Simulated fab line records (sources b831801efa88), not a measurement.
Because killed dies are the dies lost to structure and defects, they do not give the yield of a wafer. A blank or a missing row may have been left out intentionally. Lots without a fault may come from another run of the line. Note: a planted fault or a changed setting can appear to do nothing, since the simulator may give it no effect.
fab line records	flow sky130	part 1 of 2: steps 1 to 37 of 50
record lots=5	wafers=15	lastDay=50
route steps=708 shown LDD_P@265 LDD_HVN@267 LDD_HVP@278 LDD_LDN@289 SPACER@304 POLY_CUT@307
lots that met no fault: taken from a fault-free run of the same line
startH: start of the lot's first displayed wafer, in hours after the record's first day	waitH: time in hours since the lot's previous step	" repeats the value in the row above	L1.1+2: a single row standing in for several wafers	- no value, or no start given	* or withheld: withheld	< > ~ a bound
route shown NAME@n: a module of which the file shows steps, and the number in the route of the first	usual: mean/standard deviation taken from wafers without a fault	same: alike in all rows	chamber/n: place in a boat	sites: readings site by site	_std_site: their standard deviation	_edge_site: inner sites' mean taken away from outer sites' mean	radiusMm: how far each site lies from the wafer's centre	mask NAME#n: copy n	behind: the last tool/chamber to shape the wafer	hold: why the lot was held/for how many hours/how that ended	device: transistor that didn't switch, given as n, p or np	end of line: the route-end tests of the same wafers	where a step has no rows: the recipe by itself	killed: the dies lost at the first sort to structure and to defects; this is not the yield of the wafer	map: a wafer's dies, marking killed ones x, the rest . and places with no die _
set.NAME: the run value of the setting; set.NAME@STEP: its run value at that earlier step	model.NAME: the simulator's own value behind a step, which no gauge read
lots seen at some steps along the route; tables by step, rows by wafer
services: from which hour (startH, from the record's first day; less than 0 if before it) a tool's chamber was out of use, for how many hours, and why
## steps
# step SKY_LDD_P_STRIP_10
# recipe chemistry=O2/N2	powerW=1400	pressureMtorr=1500	platenTempC=withheld	o2FlowSccm=3000	n2FlowSccm=300	overashFraction=0.5
# usual drypumpMotorCurrentA=5.7/0.35	oesProductAu=0.716/0.0042	stripTimeToEndpointS=14.18/0.051
lot.wafer	tool	chamber	startH	waitH	drypumpMotorCurrentA	oesProductAu	rfHoursCounterH	stripTimeToEndpointS
L077.1	plasmaAsher-03	0	453.72	0.1	5.7	0.715	2	14.13
L077.5	"	0	"	"	5.6	0.719	-	14.20
L077.6	"	1	"	"	5.1	0.710	-	14.18
L079.1	plasmaAsher-01	0	476.52	0.1	6.0	0.721	34	14.17
L079.2	"	1	"	"	5.4	0.717	34	14.16
L079.4	"	1	"	"	5.5	0.718	-	14.12
L091.1	plasmaAsher-01	1	591.03	0.1	5.5	0.715	45	14.21
L091.4	"	0	"	"	6.0	0.716	-	14.21
L091.6	"	0	"	"	6.0	0.717	-	14.20
L095.2	plasmaAsher-03	0	608.54	0.1	5.6	0.722	18	14.13
L095.3	"	0	"	"	5.7	0.718	-	14.09
L095.5	"	1	"	"	5.1	0.720	-	14.10
L097.4	plasmaAsher-03	1	627.95	0.1	5.2	0.716	-	14.11
L097.5	"	0	"	"	5.6	0.715	-	14.12
L097.6	"	1	"	"	5.2	0.718	-	14.09
# step SKY_LDD_P_TW_MEAS_11
# usual LDD_P_TW=636/3.6
lot.wafer	tool	chamber	startH	waitH	LDD_P_TW
L077.1	filmMetro-04	-	453.82	0.1	636
L077.5	"	-	"	"	640
L077.6	"	-	"	"	641
L079.1	filmMetro-04	-	476.62	0.1	637
L079.2	"	-	"	"	642
L079.4	"	-	"	"	641
L091.1	filmMetro-01	-	591.13	0.1	635
L091.4	"	-	"	"	637
L091.6	"	-	"	"	634
L095.2	filmMetro-02	-	608.65	0.1	633
L095.3	"	-	"	"	631
L095.5	"	-	"	"	630
L097.4	filmMetro-02	-	628.05	0.1	634
L097.5	"	-	"	"	635
L097.6	"	-	"	"	633
# step SKY_LDD_HVN_DEHYDRATE_00
# recipe tempC=200	timeS=60
lot.wafer	tool	chamber	startH	waitH
L077.1+5+6	lithoTrack-02	0	468.38	14.5
L079.1+2+4	lithoTrack-02	0	491.18	14.5
L091.1+4+6	lithoTrack-02	0	605.23	14.1
L095.2+3+5	lithoTrack-04	0	622.54	13.9
L097.4+5+6	lithoTrack-01	0	641.93	13.9
# step SKY_LDD_HVN_HMDS_01
# recipe primeTimeS=60	primeTempC=120
lot.wafer	tool	chamber	startH	waitH
L077.1+5+6	lithoTrack-02	0	468.53	0.1
L079.1+2+4	lithoTrack-02	0	491.33	0.1
L091.1+4+6	lithoTrack-02	0	605.38	0.1
L095.2+3+5	lithoTrack-04	0	622.69	0.1
L097.4+5+6	lithoTrack-01	0	642.08	0.1
# step SKY_LDD_HVN_COAT_02
# recipe resist=NOVOLAK	spinRpm=3000	resistThkNm=300
lot.wafer	tool	chamber	startH	waitH
L077.1+5+6	lithoTrack-02	0	468.68	0.1
L079.1+2+4	lithoTrack-02	0	491.48	0.1
L091.1+4+6	lithoTrack-02	0	605.53	0.1
L095.2+3+5	lithoTrack-04	0	622.84	0.1
L097.4+5+6	lithoTrack-01	0	642.23	0.1
# step SKY_LDD_HVN_SOFTBAKE_03
# recipe tempC=90	timeS=60	resist=NOVOLAK
lot.wafer	tool	chamber	startH	waitH
L077.1+5+6	lithoTrack-02	0	468.83	0.1
L079.1+2+4	lithoTrack-02	0	491.63	0.1
L091.1+4+6	lithoTrack-02	0	605.68	0.1
L095.2+3+5	lithoTrack-04	0	622.99	0.1
L097.4+5+6	lithoTrack-01	0	642.38	0.1
# step SKY_LDD_HVN_EXPOSE_04
# recipe maskId=HVNTM	na=0.6	sourceShape=conventional	sigmaOuter=0.6	polarization=unpolarized	targetCdNm=700	doseMj=127
lot.wafer	tool	chamber	startH	waitH	mask
L077.1+5+6	ilineStepper-02	0	-	-	HVNTM#0
L079.1+2+4	ilineStepper-02	0	-	-	HVNTM#0
L091.1+4+6	ilineStepper-01	0	-	-	HVNTM#0
L095.2+3+5	ilineStepper-01	0	-	-	HVNTM#0
L097.4+5+6	ilineStepper-01	0	-	-	HVNTM#0
# step SKY_LDD_HVN_PEB_05
# recipe tempC=withheld	timeS=*	resist=NOVOLAK
lot.wafer	tool	chamber	startH	waitH
L077.1+5+6	lithoTrack-01	0	-	-
L079.1+2+4	lithoTrack-01	0	-	-
L091.1+4+6	lithoTrack-01	0	-	-
L095.2+3+5	lithoTrack-01	0	-	-
L097.4+5+6	lithoTrack-01	0	-	-
# step SKY_LDD_HVN_DEVELOP_06
# recipe resist=NOVOLAK	developer=TMAH	developTimeS=60	devTempC=23
lot.wafer	tool	chamber	startH	waitH
L077.1+5+6	lithoTrack-01	0	484.45	0.1
L079.1+2+4	lithoTrack-01	0	506.95	0.1
L091.1+4+6	lithoTrack-01	0	619.40	0.1
L095.2+3+5	lithoTrack-01	0	637.83	0.1
L097.4+5+6	lithoTrack-01	0	656.58	0.1
# step SKY_LDD_HVN_OVL_MEAS_07
# usual LDD_HVN_OVL=1.7/1.3
lot.wafer	tool	chamber	startH	waitH	LDD_HVN_OVL[nm]
L077.1	overlay-01	-	484.60	0.1	0.3
L077.5	"	-	"	"	0.4
L077.6	"	-	"	"	-0.9
L079.1	overlay-02	-	507.10	0.1	0.2
L079.2	"	-	"	"	-1.9
L079.4	"	-	"	"	1.0
L091.1	overlay-02	-	619.55	0.1	2.3
L091.4	"	-	"	"	2.1
L091.6	"	-	"	"	2.6
L095.2	overlay-01	-	637.96	0.1	3.2
L095.3	"	-	"	"	2.5
L095.5	"	-	"	"	1.7
L097.4	overlay-01	-	656.67	0.1	3.8
L097.5	"	-	"	"	4.2
L097.6	"	-	"	"	4.1
# step SKY_LDD_HVN_IMPLANT_08
# recipe species=P	energyKev=60	doseCm2=3e+13	tiltDeg=40
lot.wafer	tool	chamber	startH	waitH
L077.1+5+6	implanter-04	0	484.64	0.0
L079.1+2+4	implanter-04	0	507.14	0.0
L091.1+4+6	implanter-02	0	619.59	0.0
L095.2+3+5	implanter-03	0	638.01	0.0
L097.4+5+6	implanter-04	0	656.76	0.1
# step SKY_LDD_HVN_STRIP_09
# recipe chemistry=O2/N2	powerW=1400	pressureMtorr=1500	platenTempC=withheld	o2FlowSccm=3000	n2FlowSccm=300	overashFraction=0.5
# usual drypumpMotorCurrentA=5.7/0.33	oesProductAu=0.409/0.0051	stripTimeToEndpointS=4.139/0.016
lot.wafer	tool	chamber	startH	waitH	drypumpMotorCurrentA	oesProductAu	rfHoursCounterH	stripTimeToEndpointS
L077.1	plasmaAsher-03	0	484.79	0.1	5.6	0.411	6	4.162
L077.5	"	0	"	"	5.6	0.411	-	4.126
L077.6	"	1	"	"	5.1	0.400	-	4.153
L079.1	plasmaAsher-04	1	507.29	0.1	5.8	0.409	81	4.130
L079.2	"	0	"	"	6.2	0.412	81	4.120
L079.4	"	0	"	"	6.2	0.415	-	4.139
L091.1	plasmaAsher-04	0	619.74	0.1	6.2	0.410	93	4.141
L091.4	"	1	"	"	5.8	0.411	-	4.135
L091.6	"	0	"	"	6.2	0.405	-	4.148
L095.2	plasmaAsher-02	0	638.14	0.1	5.7	0.399	85	4.141
L095.3	"	1	"	"	5.5	0.402	-	4.129
L095.5	"	0	"	"	5.7	0.404	-	4.126
L097.4	plasmaAsher-04	1	656.87	0.1	5.8	0.419	-	4.143
L097.5	"	1	"	"	5.8	0.400	-	4.118
L097.6	"	0	"	"	6.2	0.410	-	4.145
# step SKY_LDD_HVN_TW_MEAS_10
# usual LDD_HVN_TW=1443/8.7
lot.wafer	tool	chamber	startH	waitH	LDD_HVN_TW
L077.1	filmMetro-03	-	484.89	0.1	1446
L077.5	"	-	"	"	1447
L077.6	"	-	"	"	1444
L079.1	filmMetro-03	-	507.39	0.1	1435
L079.2	"	-	"	"	1442
L079.4	"	-	"	"	1437
L091.1	filmMetro-02	-	619.84	0.1	1442
L091.4	"	-	"	"	1441
L091.6	"	-	"	"	1442
L095.2	filmMetro-03	-	638.25	0.1	1445
L095.3	"	-	"	"	1441
L095.5	"	-	"	"	1442
L097.4	filmMetro-04	-	656.97	0.1	1452
L097.5	"	-	"	"	1449
L097.6	"	-	"	"	1448
# step SKY_LDD_HVP_DEHYDRATE_00
# recipe tempC=200	timeS=60
lot.wafer	tool	chamber	startH	waitH
L077.1+5+6	lithoTrack-02	0	499.58	14.7
L079.1+2+4	lithoTrack-02	0	521.93	14.5
L091.1+4+6	lithoTrack-03	0	633.19	13.3
L095.2+3+5	lithoTrack-02	0	651.96	13.7
L097.4+5+6	lithoTrack-01	0	670.93	13.9
# step SKY_LDD_HVP_HMDS_01
# recipe primeTimeS=60	primeTempC=120
lot.wafer	tool	chamber	startH	waitH
L077.1+5+6	lithoTrack-02	0	499.73	0.1
L079.1+2+4	lithoTrack-02	0	522.08	0.1
L091.1+4+6	lithoTrack-03	0	633.34	0.1
L095.2+3+5	lithoTrack-02	0	652.11	0.1
L097.4+5+6	lithoTrack-01	0	671.08	0.1
# step SKY_LDD_HVP_COAT_02
# recipe resist=NOVOLAK	spinRpm=3000	resistThkNm=300
lot.wafer	tool	chamber	startH	waitH
L077.1+5+6	lithoTrack-02	0	499.88	0.1
L079.1+2+4	lithoTrack-02	0	522.23	0.1
L091.1+4+6	lithoTrack-03	0	633.49	0.1
L095.2+3+5	lithoTrack-02	0	652.26	0.1
L097.4+5+6	lithoTrack-01	0	671.23	0.1
# step SKY_LDD_HVP_SOFTBAKE_03
# recipe tempC=90	timeS=60	resist=NOVOLAK
lot.wafer	tool	chamber	startH	waitH
L077.1+5+6	lithoTrack-02	0	500.03	0.1
L079.1+2+4	lithoTrack-02	0	522.38	0.1
L091.1+4+6	lithoTrack-03	0	633.64	0.1
L095.2+3+5	lithoTrack-02	0	652.41	0.1
L097.4+5+6	lithoTrack-01	0	671.38	0.1
# step SKY_LDD_HVP_EXPOSE_04
# recipe maskId=HVPTM	na=0.6	sourceShape=conventional	sigmaOuter=0.6	polarization=unpolarized	targetCdNm=700	doseMj=86
lot.wafer	tool	chamber	startH	waitH	mask
L077.1+5+6	ilineStepper-02	0	-	-	HVPTM#0
L079.1+2+4	ilineStepper-01	0	-	-	HVPTM#0
L091.1+4+6	ilineStepper-02	0	-	-	HVPTM#0
L095.2+3+5	ilineStepper-02	0	-	-	HVPTM#0
L097.4+5+6	ilineStepper-01	0	-	-	HVPTM#0
# step SKY_LDD_HVP_PEB_05
# recipe tempC=withheld	timeS=*	resist=NOVOLAK
lot.wafer	tool	chamber	startH	waitH
L077.1+5+6	lithoTrack-01	0	-	-
L079.1+2+4	lithoTrack-02	0	-	-
L091.1+4+6	lithoTrack-01	0	-	-
L095.2+3+5	lithoTrack-01	0	-	-
L097.4+5+6	lithoTrack-03	0	-	-
# step SKY_LDD_HVP_DEVELOP_06
# recipe resist=NOVOLAK	developer=TMAH	developTimeS=60	devTempC=23
lot.wafer	tool	chamber	startH	waitH
L077.1+5+6	lithoTrack-01	0	515.45	0.1
L079.1+2+4	lithoTrack-02	0	537.13	0.1
L091.1+4+6	lithoTrack-01	0	647.85	0.1
L095.2+3+5	lithoTrack-01	0	667.18	0.1
L097.4+5+6	lithoTrack-03	0	685.26	0.1
# step SKY_LDD_HVP_OVL_MEAS_07
# usual LDD_HVP_OVL=1.9/1.4
lot.wafer	tool	chamber	startH	waitH	LDD_HVP_OVL[nm]
L077.1	overlay-01	-	515.60	0.1	2.3
L077.5	"	-	"	"	4.3
L077.6	"	-	"	"	2.5
L079.1	overlay-02	-	537.28	0.1	1.8
L079.2	"	-	"	"	2.1
L079.4	"	-	"	"	1.6
L091.1	overlay-01	-	648.00	0.1	1.8
L091.4	"	-	"	"	0.5
L091.6	"	-	"	"	1.7
L095.2	overlay-02	-	667.31	0.1	1.7
L095.3	"	-	"	"	2.9
L095.5	"	-	"	"	3.0
L097.4	overlay-01	-	685.36	0.1	1.2
L097.5	"	-	"	"	2.6
L097.6	"	-	"	"	1.1
# step SKY_LDD_HVP_IMPLANT_08
# recipe species=B	energyKev=20	doseCm2=1.7e+13	tiltDeg=17.9
lot.wafer	tool	chamber	startH	waitH
L077.1+5+6	implanter-02	0	515.64	0.0
L079.1+2+4	implanter-02	0	537.87	0.6
L091.1+4+6	implanter-04	0	648.04	0.0
L095.2+3+5	implanter-02	0	667.36	0.0
L097.4+5+6	implanter-02	0	685.45	0.1
# step SKY_LDD_HVP_STRIP_09
# recipe chemistry=O2/N2	powerW=1400	pressureMtorr=1500	platenTempC=withheld	o2FlowSccm=3000	n2FlowSccm=300	overashFraction=0.5
# usual drypumpMotorCurrentA=5.76/0.26	oesProductAu=0.408/0.0046	stripTimeToEndpointS=4.133/0.014
lot.wafer	tool	chamber	startH	waitH	drypumpMotorCurrentA	oesProductAu	rfHoursCounterH	stripTimeToEndpointS
L077.1	plasmaAsher-02	0	515.79	0.1	5.73	0.406	74	4.138
L077.5	"	0	"	"	5.74	0.404	-	4.131
L077.6	"	1	"	"	5.49	0.414	-	4.146
L079.1	plasmaAsher-01	0	538.02	0.1	6.01	0.410	40	4.106
L079.2	"	1	"	"	5.42	0.413	40	4.144
L079.4	"	1	"	"	5.42	0.416	-	4.118
L091.1	plasmaAsher-04	1	648.19	0.1	5.78	0.416	95	4.150
L091.4	"	0	"	"	6.18	0.404	-	4.153
L091.6	"	1	"	"	5.79	0.399	-	4.169
L095.2	plasmaAsher-04	0	667.49	0.1	6.18	0.410	97	4.134
L095.3	"	0	"	"	6.17	0.406	-	4.133
L095.5	"	0	"	"	6.18	0.408	-	4.138
L097.4	plasmaAsher-02	0	685.56	0.1	5.74	0.404	-	4.132
L097.5	"	0	"	"	5.72	0.412	-	4.134
L097.6	"	1	"	"	5.47	0.405	-	4.116
# step SKY_LDD_HVP_TW_MEAS_10
# usual LDD_HVP_TW=458.4/2.2
lot.wafer	tool	chamber	startH	waitH	LDD_HVP_TW
L077.1	filmMetro-01	-	515.89	0.1	461.1
L077.5	"	-	"	"	458.9
L077.6	"	-	"	"	459.9
L079.1	filmMetro-04	-	538.12	0.1	455.7
L079.2	"	-	"	"	455.5
L079.4	"	-	"	"	454.4
L091.1	filmMetro-03	-	648.29	0.1	460.5
L091.4	"	-	"	"	461.6
L091.6	"	-	"	"	460.5
L095.2	filmMetro-01	-	667.60	0.1	459.0
L095.3	"	-	"	"	459.4
L095.5	"	-	"	"	458.6
L097.4	filmMetro-04	-	685.65	0.1	454.7
L097.5	"	-	"	"	457.7
L097.6	"	-	"	"	458.8
# step SKY_LDD_LDN_DEHYDRATE_00
# recipe tempC=200	timeS=60
lot.wafer	tool	chamber	startH	waitH
L077.1+5+6	lithoTrack-02	0	530.18	14.3
L079.1+2+4	lithoTrack-02	0	552.13	14.0
L091.1+4+6	lithoTrack-04	0	662.12	13.8
L095.2+3+5	lithoTrack-02	0	680.16	12.5
L097.4+5+6	lithoTrack-02	0	698.76	13.1
# step SKY_LDD_LDN_HMDS_01
# recipe primeTimeS=60	primeTempC=120
lot.wafer	tool	chamber	startH	waitH
L077.1+5+6	lithoTrack-02	0	530.33	0.1
L079.1+2+4	lithoTrack-02	0	552.28	0.1
L091.1+4+6	lithoTrack-04	0	662.27	0.1
L095.2+3+5	lithoTrack-02	0	680.31	0.1
L097.4+5+6	lithoTrack-02	0	698.91	0.1
# step SKY_LDD_LDN_COAT_02
# recipe resist=NOVOLAK	spinRpm=3000	resistThkNm=1140
lot.wafer	tool	chamber	startH	waitH
L077.1+5+6	lithoTrack-02	0	530.48	0.1
L079.1+2+4	lithoTrack-02	0	552.43	0.1
L091.1+4+6	lithoTrack-04	0	662.42	0.1
L095.2+3+5	lithoTrack-02	0	680.46	0.1
L097.4+5+6	lithoTrack-02	0	699.06	0.1
# step SKY_LDD_LDN_SOFTBAKE_03
# recipe tempC=90	timeS=57.86	resist=NOVOLAK
lot.wafer	tool	chamber	startH	waitH
L077.1+5+6	lithoTrack-02	0	530.63	0.1
L079.1+2+4	lithoTrack-02	0	552.58	0.1
L091.1+4+6	lithoTrack-04	0	662.57	0.1
L095.2+3+5	lithoTrack-02	0	680.61	0.1
L097.4+5+6	lithoTrack-02	0	699.21	0.1
# step SKY_LDD_LDN_EXPOSE_04
# recipe maskId=LDNTM	na=0.6	sourceShape=conventional	sigmaOuter=0.6	polarization=unpolarized	targetCdNm=700	doseMj=140
lot.wafer	tool	chamber	startH	waitH	mask
L077.1+5+6	ilineStepper-02	0	-	-	LDNTM#0
L079.1+2+4	ilineStepper-02	0	-	-	LDNTM#0
L091.1+4+6	ilineStepper-01	0	-	-	LDNTM#0
L095.2+3+5	ilineStepper-01	0	-	-	LDNTM#0
L097.4+5+6	ilineStepper-02	0	-	-	LDNTM#0
# step SKY_LDD_LDN_PEB_05
# recipe tempC=withheld	timeS=*	resist=NOVOLAK
lot.wafer	tool	chamber	startH	waitH
L077.1+5+6	lithoTrack-02	0	-	-
L079.1+2+4	lithoTrack-04	0	-	-
L091.1+4+6	lithoTrack-03	0	-	-
L095.2+3+5	lithoTrack-04	0	-	-
L097.4+5+6	lithoTrack-02	0	-	-
# step SKY_LDD_LDN_DEVELOP_06
# recipe resist=NOVOLAK	developer=TMAH	developTimeS=60	devTempC=23
lot.wafer	tool	chamber	startH	waitH
L077.1+5+6	lithoTrack-02	0	545.98	0.1
L079.1+2+4	lithoTrack-04	0	567.02	0.1
L091.1+4+6	lithoTrack-03	0	676.69	0.1
L095.2+3+5	lithoTrack-04	0	694.59	0.1
L097.4+5+6	lithoTrack-02	0	712.56	0.1
# step SKY_LDD_LDN_OVL_MEAS_07
# usual LDD_LDN_OVL=-0.7/1.4
lot.wafer	tool	chamber	startH	waitH	LDD_LDN_OVL[nm]
L077.1	overlay-01	-	546.13	0.1	-0.1
L077.5	"	-	"	"	-0.4
L077.6	"	-	"	"	1.9
L079.1	overlay-01	-	567.17	0.1	-0.6
L079.2	"	-	"	"	-0.2
L079.4	"	-	"	"	-0.6
L091.1	overlay-01	-	676.84	0.1	-0.8
L091.4	"	-	"	"	-0.5
L091.6	"	-	"	"	-3.0
L095.2	overlay-02	-	694.72	0.1	-1.1
L095.3	"	-	"	"	-0.1
L095.5	"	-	"	"	-2.5
L097.4	overlay-01	-	712.65	0.1	-0.3
L097.5	"	-	"	"	-2.0
L097.6	"	-	"	"	-2.4
# step SKY_LDD_LDN_IMPLANT_08
# recipe species=As	energyKev=15	doseCm2=1.25e+13	tiltDeg=withheld	rotationDeg=23
lot.wafer	tool	chamber	startH	waitH
L077.1+5+6	implanter-02	0	546.17	0.0
L079.1+2+4	implanter-03	0	567.20	0.0
L091.1+4+6	implanter-01	0	676.87	0.0
L095.2+3+5	implanter-03	0	694.78	0.0
L097.4+5+6	implanter-01	0	712.74	0.1
# step SKY_LDD_LDN_IMPLANT_09
# recipe species=As	energyKev=15	doseCm2=1.25e+13	tiltDeg=withheld	rotationDeg=113
lot.wafer	tool	chamber	startH	waitH
L077.1+5+6	implanter-02	0	546.32	0.1
L079.1+2+4	implanter-03	0	567.35	0.1
L091.1+4+6	implanter-01	0	677.02	0.1
L095.2+3+5	implanter-03	0	694.93	0.1
L097.4+5+6	implanter-01	0	712.89	0.1
# step SKY_LDD_LDN_IMPLANT_10
# recipe species=As	energyKev=15	doseCm2=1.25e+13	tiltDeg=withheld	rotationDeg=203
lot.wafer	tool	chamber	startH	waitH
L077.1+5+6	implanter-02	0	546.47	0.1
L079.1+2+4	implanter-03	0	567.50	0.1
L091.1+4+6	implanter-01	0	677.17	0.1
L095.2+3+5	implanter-03	0	695.08	0.1
L097.4+5+6	implanter-01	0	713.04	0.1
# step SKY_LDD_LDN_IMPLANT_11
# recipe species=As	energyKev=15	doseCm2=1.25e+13	tiltDeg=withheld	rotationDeg=293
lot.wafer	tool	chamber	startH	waitH
L077.1+5+6	implanter-02	0	546.62	0.1
L079.1+2+4	implanter-03	0	567.65	0.1
L091.1+4+6	implanter-01	0	677.32	0.1
L095.2+3+5	implanter-03	0	695.23	0.1
L097.4+5+6	implanter-01	0	713.19	0.1
# step SKY_LDD_LDN_STRIP_12
# recipe chemistry=O2/N2	powerW=1400	pressureMtorr=1500	platenTempC=withheld	o2FlowSccm=3000	n2FlowSccm=300	overashFraction=0.5
# usual drypumpMotorCurrentA=5.56/0.27	oesProductAu=0.715/0.0048	stripTimeToEndpointS=14.19/0.041
lot.wafer	tool	chamber	startH	waitH	drypumpMotorCurrentA	oesProductAu	rfHoursCounterH	stripTimeToEndpointS
L077.1	plasmaAsher-03	0	546.77	0.1	5.63	0.705	12	14.20
L077.5	"	0	"	"	5.63	0.709	-	14.20
L077.6	"	1	"	"	5.16	0.715	-	14.27
L079.1	plasmaAsher-03	1	567.80	0.1	5.15	0.722	14	14.20
L079.2	"	0	"	"	5.64	0.715	14	14.20
L079.4	"	0	"	"	5.66	0.724	-	14.15
L091.1	plasmaAsher-01	0	677.47	0.1	5.99	0.711	54	14.17
L091.4	"	0	"	"	6.01	0.719	-	14.17
L091.6	"	1	"	"	5.43	0.709	-	14.18
L095.2	plasmaAsher-02	0	695.35	0.1	5.70	0.721	91	14.20
L095.3	"	0	"	"	5.71	0.710	-	14.20
L095.5	"	1	"	"	5.48	0.721	-	14.18
L097.4	plasmaAsher-02	1	713.30	0.1	5.46	0.710	-	14.21
L097.5	"	0	"	"	5.72	0.714	-	14.21
L097.6	"	1	"	"	5.48	0.718	-	14.23
